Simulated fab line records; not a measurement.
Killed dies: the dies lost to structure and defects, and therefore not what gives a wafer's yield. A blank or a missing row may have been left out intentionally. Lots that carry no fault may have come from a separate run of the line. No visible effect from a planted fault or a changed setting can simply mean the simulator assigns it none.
fab line records ; flow sky130
[record] lots = 6; wafers = 18; last_day = 50
route steps=708 shown LDD_LDN@298 SPACER@304 POLY_CUT@307 SD_P@320 PAD_OPEN@708
lots that met no fault: taken from a fault-free run of the same line
start_h: hours from the record's first day to the start of the lot's first wafer shown ; wait_h: hours elapsed since this lot's preceding step ; " same as the row above ; L1.1+2: one row covering several wafers at once ; - either no value or no given start ; * or withheld: withheld ; < > ~ a bound
route shown NAME@n: names a module that has steps shown in the file, with the first one's number in the route ; usual: mean and standard deviation over wafers with no fault ; same: alike in all rows ; chamber/n: place in a boat ; sites: readings site by site ; _std_site: standard deviation across them ; _edge_site: outer sites' mean less inner sites' ; radius_mm: for every site, how far away it sits from the centre of the wafer ; mask NAME#n: copy n ; behind: the most recent tool/chamber to have shaped the wafer ; hold: why the lot was held/for how many hours/how that ended ; device: the n, p or np transistor that did not switch ; end of line: tests of these same wafers at the route's end ; a step without rows: its recipe alone ; killed: not the wafer's yield, but the dies lost to structure and defects at the first sort ; map: a wafer's dies, x killed, . not, _ none there
set.NAME: the setting as run; set.NAME@STEP: as run at that earlier step ; model.NAME: the simulator's own value behind a step, which no gauge read
lots seen at some steps along the route; tables by step, rows by wafer
services: when a tool's chamber went out of use (start_h, in hours from the record's first day, below 0 if earlier), for how many hours, and the reason
[[steps]]
[step SKY_LDD_LDN_IMPLANT_09]
[recipe] species = As; energy_kev = 15; dose_cm2 = 1.25e+13; tilt_deg = withheld; rotation_deg = 113
[step SKY_LDD_LDN_IMPLANT_10]
[recipe] species = As; energy_kev = 15; dose_cm2 = 1.276e+13; tilt_deg = withheld; rotation_deg = 203
[step SKY_LDD_LDN_IMPLANT_11]
[recipe] species = As; energy_kev = 15; dose_cm2 = 1.25e+13; tilt_deg = withheld; rotation_deg = 293
[step SKY_LDD_LDN_STRIP_12]
[recipe] chemistry = O2/N2; power_w = 1400; pressure_mtorr = 1500; platen_temp_c = withheld; o2_flow_sccm = 3000; n2_flow_sccm = 300; overash_fraction = 0.5
[usual] drypump_motor_current_A = 5.47/0.27; oes_product_au = 0.716/0.0042; strip_time_to_endpoint_s = 14.18/0.037
lot.wafer;tool;chamber;start_h;wait_h;drypump_motor_current_A;oes_product_au;rf_hours_counter_h;strip_time_to_endpoint_s
L406.2;plasma_asher-04;1;526.88;0.1;5.00;0.714;73;14.22
L406.3;plasma_asher-04;1;526.88;0.1;4.99;0.709;-;14.16
L406.4;plasma_asher-04;0;526.88;0.1;5.31;0.715;-;14.20
L410.2;plasma_asher-01;1;555.98;0.1;5.48;0.719;44;14.19
L410.3;plasma_asher-01;0;555.98;0.1;5.45;0.713;-;14.22
L410.4;plasma_asher-01;1;555.98;0.1;5.46;0.721;-;14.20
L417.2;plasma_asher-03;0;644.67;0.1;5.98;0.713;24;14.18
L417.4;plasma_asher-03;0;644.67;0.1;5.97;0.716;-;14.17
L417.5;plasma_asher-03;0;644.67;0.1;5.99;0.707;-;14.11
L419.1;plasma_asher-03;0;663.42;0.1;5.99;0.719;26;14.16
L419.2;plasma_asher-03;1;663.42;0.1;5.91;0.709;26;14.20
L419.4;plasma_asher-03;0;663.42;0.1;5.99;0.709;-;14.18
L425.4;plasma_asher-01;0;693.26;0.1;5.43;0.719;-;14.12
L425.5;plasma_asher-01;0;693.26;0.1;5.43;0.718;-;14.19
L425.6;plasma_asher-01;1;693.26;0.1;5.48;0.710;-;14.22
L426.1;plasma_asher-01;0;695.82;0.1;5.45;0.720;58;14.20
L426.2;plasma_asher-01;1;695.82;0.1;5.47;0.718;58;14.15
L426.3;plasma_asher-01;1;695.82;0.1;5.46;0.707;-;14.18
[step SKY_LDD_LDN_TW_MEAS_13]
[usual] LDD_LDN_TW = 1472/7.9
lot.wafer;tool;chamber;start_h;wait_h;LDD_LDN_TW
L406.2;film_metro-02;-;526.99;0.1;1478
L406.3;film_metro-02;-;526.99;0.1;1476
L406.4;film_metro-02;-;526.99;0.1;1484
L410.2;film_metro-01;-;556.09;0.1;1460
L410.3;film_metro-01;-;556.09;0.1;1457
L410.4;film_metro-01;-;556.09;0.1;1457
L417.2;film_metro-02;-;644.78;0.1;1470
L417.4;film_metro-02;-;644.78;0.1;1477
L417.5;film_metro-02;-;644.78;0.1;1477
L419.1;film_metro-03;-;663.52;0.1;1468
L419.2;film_metro-03;-;663.52;0.1;1460
L419.4;film_metro-03;-;663.52;0.1;1474
L425.4;film_metro-03;-;693.35;0.1;1464
L425.5;film_metro-03;-;693.35;0.1;1466
L425.6;film_metro-03;-;693.35;0.1;1459
L426.1;film_metro-03;-;695.92;0.1;1464
L426.2;film_metro-03;-;695.92;0.1;1469
L426.3;film_metro-03;-;695.92;0.1;1464
[step SKY_LDD_LDN_CLEAN_14]
[recipe] chemistry = SC1/SC2; mix = 1:4:20; temp_c = 70; time_s = 150; dry = n2_spin
[step SKY_SPACER_CVD_00]
[recipe] material = Si3N4; precursor = DCS/NH3; target_thk_nm = 43.1; temp_c = 770; time_s = 740; pressure_mtorr = 250
[step SKY_SPACER_THK_MEAS_01]
[recipe] reads = Si3N4_of_SPACER_CVD_00
[usual] SPACER_CVD_00_THK = 43.3/0.45
lot.wafer;tool;chamber;start_h;wait_h;SPACER_CVD_00_THK[nm]
L406.2;film_metro-03;-;529.87;0.0;43.5
L406.3;film_metro-03;-;529.87;0.0;43.2
L406.4;film_metro-03;-;529.87;0.0;43.0
L410.2;film_metro-04;-;557.41;0.0;43.1
L410.3;film_metro-04;-;557.41;0.0;43.0
L410.4;film_metro-04;-;557.41;0.0;43.3
L417.2;film_metro-01;-;647.11;0.0;44.4
L417.4;film_metro-01;-;647.11;0.0;44.1
L417.5;film_metro-01;-;647.11;0.0;44.2
L419.1;film_metro-03;-;667.97;0.0;43.4
L419.2;film_metro-03;-;667.97;0.0;43.9
L419.4;film_metro-03;-;667.97;0.0;43.8
L425.4;film_metro-04;-;694.67;0.0;43.4
L425.5;film_metro-04;-;694.67;0.0;43.9
L425.6;film_metro-04;-;694.67;0.0;43.0
L426.1;film_metro-04;-;697.30;0.0;43.1
L426.2;film_metro-04;-;697.30;0.0;42.8
L426.3;film_metro-04;-;697.30;0.0;42.6
[step SKY_SPACER_ETCHBACK_02]
[recipe] chemistry = CH3F/O2; target = Si3N4; stop_on = SiO2; source_w = 400; bias_w = 80; pressure_mtorr = 25; ch3f_flow_sccm = 40; O2_flow_sccm = 30; time_s = 46.7; target_depth_a = 450
[usual] drypump_motor_current_A = 5.6/0.57; oes_product_au = 0.857/0.007; throttle_valve_pct = 10.562/0.0091
lot.wafer;tool;chamber;start_h;wait_h;drypump_motor_current_A;oes_product_au;rf_hours_counter_h;throttle_valve_pct
L406.2;rie_diel-02;2;529.92;0.0;5.4;0.861;1;10.556
L406.3;rie_diel-02;0;529.92;0.0;6.0;0.851;7;10.565
L406.4;rie_diel-02;0;529.92;0.0;6.0;0.851;-;10.545
L410.2;rie_diel-04;0;557.46;0.0;6.6;0.860;67;10.541
L410.3;rie_diel-04;3;557.46;0.0;5.9;0.854;44;10.551
L410.4;rie_diel-04;1;557.46;0.0;5.2;0.850;-;10.541
L417.2;rie_diel-01;0;647.16;0.0;6.3;0.869;18;10.571
L417.4;rie_diel-01;3;647.16;0.0;4.9;0.862;1;10.558
L417.5;rie_diel-01;3;647.16;0.0;4.8;0.854;-;10.554
L419.1;rie_diel-01;3;668.03;0.1;4.9;0.853;1;10.568
L419.2;rie_diel-01;0;668.03;0.1;6.4;0.869;18;10.554
L419.4;rie_diel-01;2;668.03;0.1;5.4;0.869;-;10.562
L425.4;rie_diel-02;3;694.70;0.0;5.4;0.862;2;10.565
L425.5;rie_diel-02;2;694.70;0.0;5.4;0.860;-;10.576
L425.6;rie_diel-02;1;694.70;0.0;6.1;0.849;-;10.564
L426.1;rie_diel-04;2;697.36;0.1;4.9;0.851;12;10.553
L426.2;rie_diel-04;3;697.36;0.1;5.9;0.863;48;10.550
L426.3;rie_diel-04;1;697.36;0.1;5.3;0.846;48;10.556
[step SKY_POLY_CUT_DEHYDRATE_00]
[recipe] temp_c = 200; time_s = 60
[step SKY_POLY_CUT_HMDS_01]
[recipe] prime_time_s = 60; prime_temp_c = 120
[step SKY_POLY_CUT_COAT_02]
[recipe] resist = BARC; temp_c = withheld; time_s = withheld; spin_rpm = 3046; resist_thk_nm = 60
[step SKY_POLY_CUT_COAT_03]
[recipe] resist = KrF-thick; spin_rpm = 3000; resist_thk_nm = 450
[usual] resist_line_temp_C = 22.99/0.12
lot.wafer;tool;chamber;start_h;wait_h;resist_line_temp_C;model.KrF-thick_of_POLY_CUT_COAT_03.thk_nm
L406.2;litho_track-04;0;544;-;22.99;448.9
L406.3;litho_track-04;0;544;-;23.14;450.2
L406.4;litho_track-04;0;544;-;23.19;448.3
L410.2;litho_track-03;0;572;-;22.91;448.1
L410.3;litho_track-03;0;572;-;22.90;449.4
L410.4;litho_track-03;0;572;-;22.79;449.1
L417.2;litho_track-04;0;661;-;22.83;398.5
L417.4;litho_track-04;0;661;-;22.87;397.7
L417.5;litho_track-04;0;661;-;23.00;397.6
L419.1;litho_track-04;0;682;-;23.13;399.2
L419.2;litho_track-04;0;682;-;23.20;399.8
L419.4;litho_track-04;0;682;-;23.14;399.7
L425.4;litho_track-02;0;708;-;22.92;448.5
L425.5;litho_track-02;0;708;-;22.77;449.2
L425.6;litho_track-02;0;708;-;23.02;448.9
L426.1;litho_track-03;0;710;-;23.03;448.7
L426.2;litho_track-03;0;710;-;22.77;449.3
L426.3;litho_track-03;0;710;-;22.92;450.6
[step SKY_POLY_CUT_SOFTBAKE_04]
[recipe] temp_c = 100; time_s = 90; resist = KrF-thick
[step SKY_POLY_CUT_EXPOSE_05]
[recipe] mask_id = NPCM; na = 0.8; source_shape = annular; sigma_inner = 0.55; sigma_outer = 0.85; target_cd_nm = 270; dose_mj = 32
[step SKY_POLY_CUT_PEB_06]
[recipe] peb_temp_c = withheld; peb_time_s = withheld; resist = KrF-thick
[step SKY_POLY_CUT_DEVELOP_07]
[recipe] develop_time_s = 60; resist = KrF-thick; dev_temp_c = 21
[step SKY_POLY_CUT_CD_MEAS_08]
[recipe] target_cd_nm = 270
[usual] cd_nm = 270.3/1.3
lot.wafer;tool;chamber;start_h;wait_h;cd_nm
L406.2;cd_sem-01;-;560.41;-;270.1
L406.3;cd_sem-01;-;560.41;-;270.4
L406.4;cd_sem-01;-;560.41;-;270.6
L410.2;cd_sem-01;-;587.05;-;268.6
L410.3;cd_sem-01;-;587.05;-;271.0
L410.4;cd_sem-01;-;587.05;-;269.6
L417.2;cd_sem-01;-;675.51;-;273.8
L417.4;cd_sem-01;-;675.51;-;274.8
L417.5;cd_sem-01;-;675.51;-;275.1
L419.1;cd_sem-01;-;695.89;-;271.3
L419.2;cd_sem-01;-;695.89;-;270.9
L419.4;cd_sem-01;-;695.89;-;270.4
L425.4;cd_sem-02;-;722.80;-;268.8
L425.5;cd_sem-02;-;722.80;-;268.9
L425.6;cd_sem-02;-;722.80;-;268.7
L426.1;cd_sem-01;-;724.94;-;271.0
L426.2;cd_sem-01;-;724.94;-;271.8
L426.3;cd_sem-01;-;724.94;-;270.0
[step SKY_POLY_CUT_OVL_MEAS_09]
[usual] POLY_CUT_OVL = 0/5.1
lot.wafer;tool;chamber;start_h;wait_h;POLY_CUT_OVL[nm]
L406.2;overlay-02;-;560.51;0.1;-3
L406.3;overlay-02;-;560.51;0.1;-7
L406.4;overlay-02;-;560.51;0.1;0
L410.2;overlay-02;-;587.15;0.1;-6
L410.3;overlay-02;-;587.15;0.1;-2
L410.4;overlay-02;-;587.15;0.1;-7
L417.2;overlay-01;-;675.61;0.1;-10
L417.4;overlay-01;-;675.61;0.1;-8
L417.5;overlay-01;-;675.61;0.1;-5
L419.1;overlay-02;-;696.01;0.1;-1
L419.2;overlay-02;-;696.01;0.1;4
L419.4;overlay-02;-;696.01;0.1;-7
L425.4;overlay-02;-;722.88;0.1;-1
L425.5;overlay-02;-;722.88;0.1;0
L425.6;overlay-02;-;722.88;0.1;-6
L426.1;overlay-01;-;725.06;0.1;3
L426.2;overlay-01;-;725.06;0.1;1
L426.3;overlay-01;-;725.06;0.1;1
[step SKY_POLY_CUT_ETCH_10]
[recipe] chemistry = N2/H2; target = BARC; ion_energy_ev = 200; source_w = 500; bias_w = 100; pressure_mtorr = 30; n2_flow_sccm = 100; h2_flow_sccm = 200; stop_on = SiO2; time_s = 45.9; target_depth_a = 600
[usual] drypump_motor_current_A = 5.7/0.44; oes_product_au = 0.851/0.0046; throttle_valve_pct = 13.224/0.0088
lot.wafer;tool;chamber;start_h;wait_h;drypump_motor_current_A;oes_product_au;rf_hours_counter_h;throttle_valve_pct;model.KrF-thick_of_POLY_CUT_COAT_03.thk_nm
L406.2;rie_diel-02;1;560.54;0.0;6.1;0.857;68;13.222;406.7
L406.3;rie_diel-02;2;560.54;0.0;5.4;0.843;2;13.224;407.8
L406.4;rie_diel-02;0;560.54;0.0;6.0;0.852;7;13.224;406
L410.2;rie_diel-04;2;587.18;0.0;4.9;0.849;9;13.227;405.4
L410.3;rie_diel-04;0;587.18;0.0;6.6;0.849;68;13.231;407.2
L410.4;rie_diel-04;1;587.18;0.0;5.3;0.851;46;13.217;406.2
L417.2;rie_diel-04;1;675.64;0.0;5.3;0.850;48;13.240;355.7
L417.4;rie_diel-04;0;675.64;0.0;6.6;0.853;1;13.225;356.1
L417.5;rie_diel-04;0;675.64;0.0;6.6;0.854;-;13.223;356
L419.1;rie_diel-02;0;696.04;0.0;6.0;0.846;9;13.232;356.9
L419.2;rie_diel-02;2;696.04;0.0;5.4;0.851;4;13.213;357.7
L419.4;rie_diel-02;3;696.04;0.0;5.4;0.859;2;13.224;357.2
L425.4;rie_diel-03;2;722.89;0.0;5.5;0.854;40;13.221;406.9
L425.5;rie_diel-03;0;722.89;0.0;5.9;0.848;-;13.209;406.8
L425.6;rie_diel-03;1;722.89;0.0;5.8;0.851;-;13.210;407.6
L426.1;rie_diel-03;3;725.09;0.0;5.6;0.857;0;13.213;407.2
L426.2;rie_diel-03;2;725.09;0.0;5.5;0.850;40;13.218;407.9
L426.3;rie_diel-03;1;725.09;0.0;5.8;0.847;17;13.223;409.6
[step SKY_POLY_CUT_ETCH_11]
[recipe] target = Si3N4; chemistry = CF4/CH2F2/Ar; stop_on = poly-Si; source_w = 600; bias_w = 150; pressure_mtorr = 40; cf4_flow_sccm = 40; ch2f2_flow_sccm = 20; Ar_flow_sccm = 150; time_s = 42.5; target_depth_a = 600
[usual] drypump_motor_current_A = 5.7/0.44; oes_product_au = 0.831/0.0069; throttle_valve_pct = 14.994/0.0096
lot.wafer;tool;chamber;start_h;wait_h;drypump_motor_current_A;oes_product_au;rf_hours_counter_h;throttle_valve_pct
L406.2;rie_diel-02;1;560.59;0.0;6.1;0.834;68;14.992
L406.3;rie_diel-02;2;560.59;0.0;5.4;0.842;2;14.986
L406.4;rie_diel-02;0;560.59;0.0;6.0;0.831;7;14.991
L410.2;rie_diel-04;2;587.22;0.0;4.8;0.826;9;15.014
L410.3;rie_diel-04;0;587.22;0.0;6.6;0.823;68;15.005
L410.4;rie_diel-04;1;587.22;0.0;5.3;0.817;46;14.996
L417.2;rie_diel-04;1;675.69;0.0;5.3;0.838;48;14.998
L417.4;rie_diel-04;0;675.69;0.0;6.5;0.831;1;14.984
L417.5;rie_diel-04;0;675.69;0.0;6.5;0.834;-;14.994
L419.1;rie_diel-02;0;696.09;0.0;6.0;0.836;9;14.997
L419.2;rie_diel-02;2;696.09;0.0;5.5;0.828;4;14.991
L419.4;rie_diel-02;3;696.09;0.0;5.4;0.838;2;15.011
L425.4;rie_diel-03;2;722.94;0.0;5.5;0.832;40;14.984
L425.5;rie_diel-03;0;722.94;0.0;5.9;0.836;-;15.003
L425.6;rie_diel-03;1;722.94;0.0;5.8;0.830;-;14.995
L426.1;rie_diel-03;3;725.14;0.0;5.5;0.837;0;15.011
L426.2;rie_diel-03;2;725.14;0.0;5.5;0.848;40;14.992
L426.3;rie_diel-03;1;725.14;0.0;5.8;0.837;17;14.999
[step SKY_POLY_CUT_STRIP_12]
[recipe] chemistry = O2/N2; power_w = 1400; pressure_mtorr = 1500; platen_temp_c = withheld; o2_flow_sccm = 3000; n2_flow_sccm = 300; overash_fraction = 0.5
[usual] drypump_motor_current_A = 5.36/0.21; oes_product_au = 0.452/0.0045; strip_time_to_endpoint_s = 5.343/0.015
lot.wafer;tool;chamber;start_h;wait_h;drypump_motor_current_A;oes_product_au;rf_hours_counter_h;strip_time_to_endpoint_s
L406.2;plasma_asher-02;1;560.63;0.0;5.48;0.445;80;5.326
L406.3;plasma_asher-02;1;560.63;0.0;5.48;0.453;-;5.366
L406.4;plasma_asher-02;0;560.63;0.0;5.64;0.452;-;5.327
L410.2;plasma_asher-02;1;587.26;0.0;5.51;0.446;80;5.329
L410.3;plasma_asher-02;1;587.26;0.0;5.48;0.456;-;5.357
L410.4;plasma_asher-02;0;587.26;0.0;5.60;0.456;-;5.329
L417.2;plasma_asher-01;1;675.73;0.0;5.44;0.434;56;4.825
L417.4;plasma_asher-01;1;675.73;0.0;5.44;0.429;-;4.808
L417.5;plasma_asher-01;1;675.73;0.0;5.42;0.430;-;4.807
L419.1;plasma_asher-01;1;696.13;0.0;5.45;0.425;58;4.833
L419.2;plasma_asher-01;0;696.13;0.0;5.44;0.433;58;4.814
L419.4;plasma_asher-01;1;696.13;0.0;5.47;0.437;-;4.834
L425.4;plasma_asher-02;0;723.01;0.1;5.60;0.449;-;5.330
L425.5;plasma_asher-02;1;723.01;0.1;5.52;0.447;-;5.341
L425.6;plasma_asher-02;0;723.01;0.1;5.63;0.450;-;5.341
L426.1;plasma_asher-02;1;725.18;0.0;5.49;0.454;94;5.329
L426.2;plasma_asher-02;0;725.18;0.0;5.64;0.453;94;5.343
L426.3;plasma_asher-02;1;725.18;0.0;5.48;0.455;-;5.367
[step SKY_SD_P_DEHYDRATE_00]
[recipe] temp_c = 200; time_s = 60
[step SKY_PAD_OPEN_PROBE_99]
[usual] killed_at_M0_to_M3 = 42/6.7; killed_at_M4_up = 3.4/2; killed_at_contacts = 24/5.1; killed_at_front_end = 14/4.2; killed_at_other = 0.2/0.49; killed_dies = 84/8.4; killed_open = 46/7; killed_short = 39/5.8
[same] gross_dies = 492; killed_at_back_side = 0
lot.wafer;tool;chamber;start_h;wait_h;killed_at_M0_to_M3;killed_at_M4_up;killed_at_contacts;killed_at_front_end;killed_at_other;killed_dies;killed_open;killed_short
L417.2;prober-01;-;1159.20;0.1;42;3;22;10;0;77;44;33
L417.4;prober-01;-;1159.30;0.2;53;4;30;12;0;99;69;30
L417.5;prober-01;-;1159.35;0.2;37;2;36;14;0;89;48;41
L425.4;prober-02;-;1187.40;0.2;45;5;24;11;0;85;50;35
L425.5;prober-02;-;1187.45;0.2;38;6;28;16;1;89;45;44
L425.6;prober-02;-;1187.50;0.2;29;1;27;16;0;73;40;33
L426.1;prober-01;-;1188.60;0.1;39;3;23;15;0;80;48;32
L426.2;prober-01;-;1188.65;0.1;38;2;23;15;0;78;42;36
L426.3;prober-01;-;1188.70;0.2;39;0;18;14;2;73;37;36
// killed by level:class
L417.2 VIA1:geometric_particle:open=10 CONTACT:geometric_particle:open=8 LI_CONTACT:geometric_particle:open=7 VIA3:geometric_particle:open=6 VIA1:geometric_particle:short=5 VIA2:geometric_particle:open=5 VIA3:geometric_particle:short=5 POLY_CUT:geometric_particle:short=3
L417.4 VIA1:geometric_particle:open=22 CONTACT:geometric_particle:open=14 VIA3:geometric_particle:open=10 LI_CONTACT:geometric_particle:open=8 FIELD_ISO:geometric_particle:open=5 CONTACT:geometric_particle:short=4 VIA3:geometric_particle:short=4 METAL3:geometric_particle:short=4
L417.5 CONTACT:geometric_particle:open=15 VIA1:geometric_particle:open=11 LOCAL_INTERCONNECT:geometric_particle:short=8 CONTACT:geometric_particle:short=8 VIA3:geometric_particle:open=7 FIELD_ISO:geometric_particle:short=6 POLY_GATE:geometric_particle:open=4 VIA1:geometric_particle:short=4
L425.4 VIA1:geometric_particle:open=10 CONTACT:geometric_particle:open=8 VIA3:geometric_particle:open=8 LI_CONTACT:geometric_particle:open=7 VIA2:geometric_particle:open=6 VIA1:geometric_particle:short=6 METAL2:geometric_particle:short=6 METAL4:geometric_particle:short=4
L425.5 CONTACT:geometric_particle:short=9 CONTACT:geometric_particle:open=7 VIA3:geometric_particle:open=7 FIELD_ISO:geometric_particle:open=6 VIA2:geometric_particle:open=6 METAL4:geometric_particle:short=6 LI_CONTACT:geometric_particle:open=5 VIA1:geometric_particle:open=5
L425.6 VIA1:geometric_particle:open=8 LI_CONTACT:geometric_particle:open=8 CONTACT:geometric_particle:open=8 CONTACT:geometric_particle:short=6 POLY_GATE:geometric_particle:short=5 LI_CONTACT:geometric_particle:short=5 VIA1:geometric_particle:short=5 FIELD_ISO:geometric_particle:open=4
L426.1 CONTACT:geometric_particle:open=10 VIA2:geometric_particle:open=10 VIA3:geometric_particle:open=7 FIELD_ISO:geometric_particle:open=5 VIA1:geometric_particle:short=5 METAL1:geometric_particle:open=4 VIA1:geometric_particle:open=4 FIELD_ISO:geometric_particle:short=3
L426.2 CONTACT:geometric_particle:open=10 FIELD_ISO:geometric_particle:open=5 LI_CONTACT:geometric_particle:open=5 METAL1:geometric_particle:short=5 VIA1:geometric_particle:open=5 VIA2:geometric_particle:short=5 VIA1:geometric_particle:short=5 VIA3:geometric_particle:open=4
L426.3 VIA3:geometric_particle:open=11 CONTACT:geometric_particle:open=7 POLY_GATE:geometric_particle:short=6 LI_CONTACT:geometric_particle:open=6 VIA3:geometric_particle:short=6 METAL2:geometric_particle:short=4 METAL3:geometric_particle:short=4 POLY_GATE:geometric_particle:open=3
[[services]]
tool;chamber;start_h;hours;kind
plasma_asher-01;-;511.59;14.6;pm
rie_diel-02;1;527.19;5.1;repair
rie_diel-01;-;528.40;0.6;repair
rie_diel-02;3;537.01;-;clean
rie_diel-01;-;538.12;2.8;pm
rie_diel-03;2;551.39;2.1;repair
rie_diel-04;2;555.67;10.1;repair
plasma_asher-02;-;561.19;24.3;repair
plasma_asher-02;-;561.22;2.3;repair
rie_diel-01;-;569.51;0.1;repair
rie_diel-02;-;576.39;4.3;pm
rie_diel-02;1;600.05;9.9;repair
plasma_asher-01;-;616.12;4.0;pm
rie_diel-02;0;633.68;8.9;repair
rie_diel-02;2;635.00;5.5;repair
rie_diel-03;1;649.77;10.2;repair
rie_diel-01;-;649.86;4.0;pm
rie_diel-01;1;663.88;8.2;repair
rie_diel-02;-;664.75;15.6;pm
rie_diel-01;1;674.18;4.7;repair
plasma_asher-02;-;691.14;0.9;repair
rie_diel-02;-;698.69;28.1;pm
rie_diel-03;1;702.83;3.2;repair
plasma_asher-01;-;717.59;0.9;repair
[[key]]
[first_sign] step = SKY_POLY_CUT_CD_MEAS_08; reading = cd_nm; direction = up; sigmas = 1.9; usual = 270.3; struck = 272.7
[effect] step = SKY_POLY_CUT_STRIP_12; reading = strip_time_to_endpoint_s; direction = down; sigmas = 35; usual = *; struck = *
[model_effect] step = SKY_POLY_CUT_COAT_03; value = KrF-thick_of_POLY_CUT_COAT_03.thk_nm; without = 450.4; struck = 398.8
[model_effect] step = SKY_POLY_CUT_ETCH_10; value = KrF-thick_of_POLY_CUT_COAT_03.thk_nm; without = 408.2; struck = 356.6
met_at SKY_POLY_CUT_COAT_03
struck_wafers L417.2,L417.4,L417.5,L419.1,L419.2,L419.4
tester_left_out L417,L419
onset_between 544 661
also_fits SKY_LDD_LDN_STRIP_12:plasma_asher-03,SKY_SPACER_ETCHBACK_02:rie_diel-01,SKY_POLY_CUT_STRIP_12:plasma_asher-01
[fault] kind = process_parameter_drift; tool = litho_track-04; chamber = -; onset_h = 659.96; steps = SKY_POLY_CUT_COAT_03; channel = resist_thk_nm; offset = -51.534; shape = step; end_h = 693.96; acts_in = these_recipes_only; stated = 450
// tester_left_out: of these lots the tester's yield and bins aren't shown, on N5 and GAA mostly nor the transistor test; their killed dies are dies lost to structure and defects alone, not to doping, threshold or leakage, so they don't give the yield
